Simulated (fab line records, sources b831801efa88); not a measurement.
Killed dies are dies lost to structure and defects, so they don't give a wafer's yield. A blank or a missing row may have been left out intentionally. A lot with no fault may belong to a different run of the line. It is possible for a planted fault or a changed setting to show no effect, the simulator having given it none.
Which of the tools did it? :: flow sky130 :: 31 wafers from 11 lots sampled at 6 of the route's 708 steps

WHAT EACH GAUGE READ, for each wafer
The record holds no reading of a measuring or inspecting step that can be judged against a usual standard deviation.

TOOL THAT RAN EACH LOT (tool first, then ch and the chambers of the sampled wafers, then the start)
lot: L845
SKY_METAL2_SPUTTER_00: pvdSputter-02, day 34 12:37
SKY_METAL2_SPUTTER_01: pvdSputter-02, day 34 12:38
SKY_METAL2_SPUTTER_03: pvdSputter-02, day 34 12:41
SKY_CAP2M_METAL_ETCH_13: rieMetal-03 ch 0,1, day 41 04:04
SKY_CAP2M_STRIP_14: plasmaAsher-02 ch 0,1, day 41 04:08
SKY_PAD_OPEN_PROBE_99: prober-01, day 46 03:49

lot: L844
SKY_METAL2_SPUTTER_00: pvdSputter-02, day 34 14:28
SKY_METAL2_SPUTTER_01: pvdSputter-02, day 34 14:29
SKY_METAL2_SPUTTER_03: pvdSputter-02, day 34 14:32
SKY_CAP2M_METAL_ETCH_13: rieMetal-03 ch 0,1, day 41 06:22
SKY_CAP2M_STRIP_14: plasmaAsher-03 ch 0,1, day 41 06:26
SKY_PAD_OPEN_PROBE_99: prober-02, day 46 06:07

lot: L847
SKY_METAL2_SPUTTER_00: pvdSputter-01, day 35 04:42
SKY_METAL2_SPUTTER_01: pvdSputter-01, day 35 04:44
SKY_METAL2_SPUTTER_03: pvdSputter-01, day 35 04:47
SKY_CAP2M_METAL_ETCH_13: rieMetal-04 ch 0,1, day 41 20:21
SKY_CAP2M_STRIP_14: plasmaAsher-03 ch 1, day 41 20:26
SKY_PAD_OPEN_PROBE_99: prober-02, day 46 16:05

lot: L848
SKY_METAL2_SPUTTER_00: pvdSputter-02, day 36 00:01
SKY_METAL2_SPUTTER_01: pvdSputter-02, day 36 00:02
SKY_METAL2_SPUTTER_03: pvdSputter-02, day 36 00:05
SKY_CAP2M_METAL_ETCH_13: rieMetal-04 ch 0,1, day 42 11:30
SKY_CAP2M_STRIP_14: plasmaAsher-01 ch 1, day 42 11:35
SKY_PAD_OPEN_PROBE_99: prober-01, day 47 06:50

lot: L849
SKY_METAL2_SPUTTER_00: pvdSputter-01, day 36 04:07
SKY_METAL2_SPUTTER_01: pvdSputter-01, day 36 04:08
SKY_METAL2_SPUTTER_03: pvdSputter-01, day 36 04:11
SKY_CAP2M_METAL_ETCH_13: rieMetal-02 ch 0,1, day 42 16:34
SKY_CAP2M_STRIP_14: plasmaAsher-02 ch 0, day 42 16:38
SKY_PAD_OPEN_PROBE_99: prober-02, day 47 11:53

lot: L850
SKY_METAL2_SPUTTER_00: pvdSputter-02, day 36 09:44
SKY_METAL2_SPUTTER_01: pvdSputter-02, day 36 09:45
SKY_METAL2_SPUTTER_03: pvdSputter-02, day 36 09:48
SKY_CAP2M_METAL_ETCH_13: rieMetal-03 ch 0,1, day 42 21:01
SKY_CAP2M_STRIP_14: plasmaAsher-03 ch 0,1, day 42 21:05
SKY_PAD_OPEN_PROBE_99: prober-01, day 47 14:58

lot: L852
SKY_METAL2_SPUTTER_00: pvdSputter-03, day 37 02:10
SKY_METAL2_SPUTTER_01: pvdSputter-03, day 37 02:11
SKY_METAL2_SPUTTER_03: pvdSputter-03, day 37 02:14
SKY_CAP2M_METAL_ETCH_13: rieMetal-03 ch 0,1, day 43 12:22
SKY_CAP2M_STRIP_14: plasmaAsher-02 ch 0,1, day 43 12:26
SKY_PAD_OPEN_PROBE_99: prober-01, day 48 04:13

lot: L855
SKY_METAL2_SPUTTER_00: pvdSputter-03, day 37 18:32
SKY_METAL2_SPUTTER_01: pvdSputter-03, day 37 18:33
SKY_METAL2_SPUTTER_03: pvdSputter-03, day 37 18:36
SKY_CAP2M_METAL_ETCH_13: rieMetal-03 ch 0,1, day 44 02:04
SKY_CAP2M_STRIP_14: plasmaAsher-03 ch 0,1, day 44 02:08
SKY_PAD_OPEN_PROBE_99: prober-02, day 48 15:02

lot: L860
SKY_METAL2_SPUTTER_00: pvdSputter-03, day 39 10:54
SKY_METAL2_SPUTTER_01: pvdSputter-03, day 39 10:55
SKY_METAL2_SPUTTER_03: pvdSputter-03, day 39 10:58
SKY_CAP2M_METAL_ETCH_13: rieMetal-03 ch 0, day 45 13:44
SKY_CAP2M_STRIP_14: plasmaAsher-03 ch 0,1, day 45 13:50
SKY_PAD_OPEN_PROBE_99: prober-01, day 49 21:56

lot: L862
SKY_METAL2_SPUTTER_00: pvdSputter-03, day 39 20:54
SKY_METAL2_SPUTTER_01: pvdSputter-03, day 39 20:55
SKY_METAL2_SPUTTER_03: pvdSputter-03, day 39 20:58
SKY_CAP2M_METAL_ETCH_13: rieMetal-03 ch 0,1, day 45 22:39
SKY_CAP2M_STRIP_14: plasmaAsher-02 ch 0, day 45 22:44
SKY_PAD_OPEN_PROBE_99: prober-01, day 50 04:38

lot: L866
SKY_METAL2_SPUTTER_00: pvdSputter-03, day 40 23:56
SKY_METAL2_SPUTTER_01: pvdSputter-03, day 40 23:58
SKY_METAL2_SPUTTER_03: pvdSputter-03, day 41 00:01
SKY_CAP2M_METAL_ETCH_13: rieMetal-04 ch 0,1, day 46 21:10
SKY_CAP2M_STRIP_14: plasmaAsher-03 ch 0,1, day 46 21:15
SKY_PAD_OPEN_PROBE_99: prober-01, day 50 21:03
- SKY_METAL2_SPUTTER_00: material Ti, target thk 15 nm, time 10 s.
- SKY_METAL2_SPUTTER_01: material TiN, target thk 20 nm, time 16.7 s.
- SKY_METAL2_SPUTTER_03: material Ti, target thk 5 nm, time 3.3 s.
- SKY_CAP2M_METAL_ETCH_13: etches TiN in Cl2/BCl3, stops on SiO2, target depth 220 nm, time 62.9 s.
- SKY_CAP2M_STRIP_14: strips in O2/N2.
- SKY_PAD_OPEN_PROBE_99

AS READ BY THE TOOLS THEMSELVES (means over the sampled wafers that have a number; for cases with no such wafer, the mark the record gives instead)
SKY_METAL2_SPUTTER_00.
lot: L845
tool: pvdSputter-02
throttleValvePct (%): 29.9

lot: L844
tool: pvdSputter-02
throttleValvePct (%): 30.5

lot: L847
tool: pvdSputter-01
throttleValvePct (%): 30.0

lot: L848
tool: pvdSputter-02
throttleValvePct (%): 30.3

lot: L849
tool: pvdSputter-01
throttleValvePct (%): 29.5

lot: L850
tool: pvdSputter-02
throttleValvePct (%): 29.9

lot: L852
tool: pvdSputter-03
throttleValvePct (%): 30.2

lot: L855
tool: pvdSputter-03
throttleValvePct (%): 30.5

lot: L860
tool: pvdSputter-03
throttleValvePct (%): 30.9

lot: L862
tool: pvdSputter-03
throttleValvePct (%): 30.9

lot: L866
tool: pvdSputter-03
throttleValvePct (%): 30.6

SKY_METAL2_SPUTTER_01.
lot: L845
tool: pvdSputter-02
throttleValvePct (%): 30.0

lot: L844
tool: pvdSputter-02
throttleValvePct (%): 30.4

lot: L847
tool: pvdSputter-01
throttleValvePct (%): 30.2

lot: L848
tool: pvdSputter-02
throttleValvePct (%): 30.1

lot: L849
tool: pvdSputter-01
throttleValvePct (%): 29.4

lot: L850
tool: pvdSputter-02
throttleValvePct (%): 30.0

lot: L852
tool: pvdSputter-03
throttleValvePct (%): 30.0

lot: L855
tool: pvdSputter-03
throttleValvePct (%): 30.7

lot: L860
tool: pvdSputter-03
throttleValvePct (%): 30.7

lot: L862
tool: pvdSputter-03
throttleValvePct (%): 30.7

lot: L866
tool: pvdSputter-03
throttleValvePct (%): 30.6

SKY_METAL2_SPUTTER_03.
lot: L845
tool: pvdSputter-02
throttleValvePct (%): 30.0

lot: L844
tool: pvdSputter-02
throttleValvePct (%): 30.3

lot: L847
tool: pvdSputter-01
throttleValvePct (%): 30.0

lot: L848
tool: pvdSputter-02
throttleValvePct (%): 30.4

lot: L849
tool: pvdSputter-01
throttleValvePct (%): 29.4

lot: L850
tool: pvdSputter-02
throttleValvePct (%): 30.1

lot: L852
tool: pvdSputter-03
throttleValvePct (%): 30.1

lot: L855
tool: pvdSputter-03
throttleValvePct (%): 30.5

lot: L860
tool: pvdSputter-03
throttleValvePct (%): 30.9

lot: L862
tool: pvdSputter-03
throttleValvePct (%): 30.7

lot: L866
tool: pvdSputter-03
throttleValvePct (%): 30.5

SKY_CAP2M_METAL_ETCH_13.
lot: L845
tool: rieMetal-03
drypumpMotorCurrentA (A): 5.58
oesProductAu (a.u.): 0.941
throttleValvePct (%): 21.912

lot: L844
tool: rieMetal-03
drypumpMotorCurrentA (A): 5.45
oesProductAu (a.u.): 0.950
throttleValvePct (%): 21.904

lot: L847
tool: rieMetal-04
drypumpMotorCurrentA (A): 5.59
oesProductAu (a.u.): 0.939
throttleValvePct (%): 21.897

lot: L848
tool: rieMetal-04
drypumpMotorCurrentA (A): 5.60
oesProductAu (a.u.): 0.949
throttleValvePct (%): 21.897

lot: L849
tool: rieMetal-02
drypumpMotorCurrentA (A): 5.30
oesProductAu (a.u.): 0.937
throttleValvePct (%): 21.912

lot: L850
tool: rieMetal-03
drypumpMotorCurrentA (A): 5.58
oesProductAu (a.u.): 0.946
throttleValvePct (%): 21.899

lot: L852
tool: rieMetal-03
drypumpMotorCurrentA (A): 5.45
oesProductAu (a.u.): 0.944
throttleValvePct (%): 21.897

lot: L855
tool: rieMetal-03
drypumpMotorCurrentA (A): 5.56
oesProductAu (a.u.): 0.942
throttleValvePct (%): 21.894

lot: L860
tool: rieMetal-03
drypumpMotorCurrentA (A): 5.71
oesProductAu (a.u.): 0.849
throttleValvePct (%): 21.963

lot: L862
tool: rieMetal-03
drypumpMotorCurrentA (A): 5.51
oesProductAu (a.u.): 0.843
throttleValvePct (%): 21.958

lot: L866
tool: rieMetal-04
drypumpMotorCurrentA (A): 5.61
oesProductAu (a.u.): 0.947
throttleValvePct (%): 21.899

SKY_CAP2M_STRIP_14.
lot: L845
tool: plasmaAsher-02
drypumpMotorCurrentA (A): 5.5
oesProductAu (a.u.): 0.708
stripTimeToEndpointS (s): 12.71

lot: L844
tool: plasmaAsher-03
drypumpMotorCurrentA (A): 6.4
oesProductAu (a.u.): 0.710
stripTimeToEndpointS (s): 12.63

lot: L847
tool: plasmaAsher-03
drypumpMotorCurrentA (A): 5.9
oesProductAu (a.u.): 0.708
stripTimeToEndpointS (s): 12.68

lot: L848
tool: plasmaAsher-01
drypumpMotorCurrentA (A): 6.0
oesProductAu (a.u.): 0.714
stripTimeToEndpointS (s): 12.67

lot: L849
tool: plasmaAsher-02
drypumpMotorCurrentA (A): 5.6
oesProductAu (a.u.): 0.709
stripTimeToEndpointS (s): 12.71

lot: L850
tool: plasmaAsher-03
drypumpMotorCurrentA (A): 6.2
oesProductAu (a.u.): 0.710
stripTimeToEndpointS (s): 12.73

lot: L852
tool: plasmaAsher-02
drypumpMotorCurrentA (A): 5.5
oesProductAu (a.u.): 0.705
stripTimeToEndpointS (s): 12.68

lot: L855
tool: plasmaAsher-03
drypumpMotorCurrentA (A): 6.2
oesProductAu (a.u.): 0.709
stripTimeToEndpointS (s): 12.68

lot: L860
tool: plasmaAsher-03
drypumpMotorCurrentA (A): 6.3
oesProductAu (a.u.): 0.708
stripTimeToEndpointS (s): 12.94

lot: L862
tool: plasmaAsher-02
drypumpMotorCurrentA (A): 5.6
oesProductAu (a.u.): 0.712
stripTimeToEndpointS (s): 12.96

lot: L866
tool: plasmaAsher-03
drypumpMotorCurrentA (A): 6.4
oesProductAu (a.u.): 0.716
stripTimeToEndpointS (s): 12.70

SKY_PAD_OPEN_PROBE_99.
lot: L845
tool: prober-01
defectLimitedYield (%): 79.8
killed_at_M0_to_M3: 53
killed_at_M4_up: 2.7
killedAtContacts: 27
killedAtFrontEnd: 16
killedAtOther: 0.0
killedDies: 99
killedOnRim: 19
killedOpen: 55
killedShort: 44
sort_bin_3_pad_short (%): 1.4
sort_bin_5_function (%): 10.9
sort_bin_6_memory (%): 7.9
sortNPass: 393
sortYieldPct (%): 79.8

lot: L844
tool: prober-02
defectLimitedYield (%): 81.4
killed_at_M0_to_M3: 45
killed_at_M4_up: 3.7
killedAtContacts: 25
killedAtFrontEnd: 18
killedAtOther: 0.0
killedDies: 91
killedOnRim: 21
killedOpen: 54
killedShort: 37
sort_bin_3_pad_short (%): 0.6
sort_bin_5_function (%): 10.7
sort_bin_6_memory (%): 7.2
sortNPass: 401
sortYieldPct (%): 81.4

lot: L847
tool: prober-02
defectLimitedYield (%): 82.0
killed_at_M0_to_M3: 50
killed_at_M4_up: 2.3
killedAtContacts: 23
killedAtFrontEnd: 12
killedAtOther: 1.3
killedDies: 88
killedOnRim: 19
killedOpen: 43
killedShort: 44
sort_bin_3_pad_short (%): 1.4
sort_bin_5_function (%): 11.1
sort_bin_6_memory (%): 5.4
sortNPass: 404
sortYieldPct (%): 82.0

lot: L848
tool: prober-01
defectLimitedYield (%): 81.6
killed_at_M0_to_M3: 45
killed_at_M4_up: 3.3
killedAtContacts: 27
killedAtFrontEnd: 16
killedAtOther: 0.0
killedDies: 91
killedOnRim: 19
killedOpen: 45
killedShort: 45
sort_bin_3_pad_short (%): 1.2
sort_bin_5_function (%): 10.0
sort_bin_6_memory (%): 7.2
sortNPass: 401
sortYieldPct (%): 81.6

lot: L849
tool: prober-02
defectLimitedYield (%): 81.2
killed_at_M0_to_M3: 52
killed_at_M4_up: 3.7
killedAtContacts: 22
killedAtFrontEnd: 14
killedAtOther: 0.3
killedDies: 93
killedOnRim: 21
killedOpen: 53
killedShort: 40
sort_bin_3_pad_short (%): 0.7
sort_bin_5_function (%): 11.5
sort_bin_6_memory (%): 6.7
sortNPass: 399
sortYieldPct (%): 81.2

lot: L850
tool: prober-01
defectLimitedYield (%): 83.1
killed_at_M0_to_M3: 37
killed_at_M4_up: 4.3
killedAtContacts: 27
killedAtFrontEnd: 15
killedAtOther: 0.0
killedDies: 83
killedOnRim: 17
killedOpen: 47
killedShort: 36
sort_bin_3_pad_short (%): 0.9
sort_bin_5_function (%): 8.9
sort_bin_6_memory (%): 7.0
sortNPass: 409
sortYieldPct (%): 83.1

lot: L852
tool: prober-01
defectLimitedYield (%): 81.6
killed_at_M0_to_M3: 43
killed_at_M4_up: 4.3
killedAtContacts: 29
killedAtFrontEnd: 15
killedAtOther: 0.0
killedDies: 91
killedOnRim: 15
killedOpen: 46
killedShort: 45
sort_bin_3_pad_short (%): 0.5
sort_bin_5_function (%): 11.2
sort_bin_6_memory (%): 6.8
sortNPass: 401
sortYieldPct (%): 81.6

lot: L855
tool: prober-02
defectLimitedYield (%): 84.4
killed_at_M0_to_M3: 33
killed_at_M4_up: 5.0
killedAtContacts: 26
killedAtFrontEnd: 12
killedAtOther: 0.7
killedDies: 77
killedOnRim: 14
killedOpen: 40
killedShort: 37
sort_bin_3_pad_short (%): 0.9
sort_bin_5_function (%): 9.0
sort_bin_6_memory (%): 5.7
sortNPass: 415
sortYieldPct (%): 84.4

lot: L860
tool: prober-01
defectLimitedYield (%): 40.5
killed_at_M0_to_M3: 46
killed_at_M4_up: 7.0
killedAtContacts: 28
killedAtFrontEnd: 12
killedAtOther: 200.0
killedDies: 292
killedOnRim: 59
killedOpen: 48
killedShort: 44
sort_bin_3_pad_short (%): 41.8
sort_bin_5_function (%): 10.2
sort_bin_6_memory (%): 7.5
sortNPass: 200
sortYieldPct (%): 40.5

lot: L862
tool: prober-01
defectLimitedYield (%): 41.8
killed_at_M0_to_M3: 36
killed_at_M4_up: 2.5
killedAtContacts: 26
killedAtFrontEnd: 18
killedAtOther: 203.5
killedDies: 286
killedOnRim: 56
killedOpen: 46
killedShort: 38
sort_bin_3_pad_short (%): 42.4
sort_bin_5_function (%): 9.8
sort_bin_6_memory (%): 6.1
sortNPass: 206
sortYieldPct (%): 41.8

lot: L866
tool: prober-01
defectLimitedYield (%): 80.4
killed_at_M0_to_M3: 48
killed_at_M4_up: 4.7
killedAtContacts: 27
killedAtFrontEnd: 16
killedAtOther: 0.0
killedDies: 97
killedOnRim: 18
killedOpen: 53
killedShort: 44
sort_bin_3_pad_short (%): 0.8
sort_bin_5_function (%): 10.6
sort_bin_6_memory (%): 8.3
sortNPass: 395
sortYieldPct (%): 80.4

THE ANSWER, worked out from the rows above alone
Rule: what is usual is taken from the lots themselves. Put in order of their means at a reading, lots are off if they are a third of the lots or fewer, leave a main group of 4 or more, and stand apart from it by a gap of 3 or more times the standard deviation of the main group's means; of several such gaps the widest counts. A main group is skipped when, at the precision printed for the reading in the tables above, its means are all equal. A lot without any number at a reading at which 4 lots or more have one is off too. All remaining lots with rows at the step are treated as sound. After the gauges, taken in route order, come the tools' own readings; for these a lot's mean is taken, as printed above. At the first step where some lot is off, the reading lying furthest off is the one used; lots without a number count as furthest.
Off: L860, L862, at SKY_CAP2M_METAL_ETCH_13 (oesProductAu). The main group: mean 0.944 a.u., standard deviation 0.0042.
If a tool, at that step or one of the process steps before it, ran each lot that is off and ran no sound lot following the first of them, it fits. One candidate fits, namely rieMetal-03 at SKY_CAP2M_METAL_ETCH_13. A fault onset in the window from L855 (day 44 02:04, its last sound lot) to L860 (day 45 13:44, its first lot off) fits.
The tool's own readings at SKY_CAP2M_METAL_ETCH_13 bear it out: on the lots that are off they differ by more than 5 times the standard deviation of the sound lots' means. oesProductAu reads 0.846 a.u. there against 0.944 a.u. on the sound lots; throttleValvePct reads 21.960 % there against 21.901 % on the sound lots.

WHAT THE SIMULATOR PUT IN
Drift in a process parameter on rieMetal-03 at SKY_CAP2M_METAL_ETCH_13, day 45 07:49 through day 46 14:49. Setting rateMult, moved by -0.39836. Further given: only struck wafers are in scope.
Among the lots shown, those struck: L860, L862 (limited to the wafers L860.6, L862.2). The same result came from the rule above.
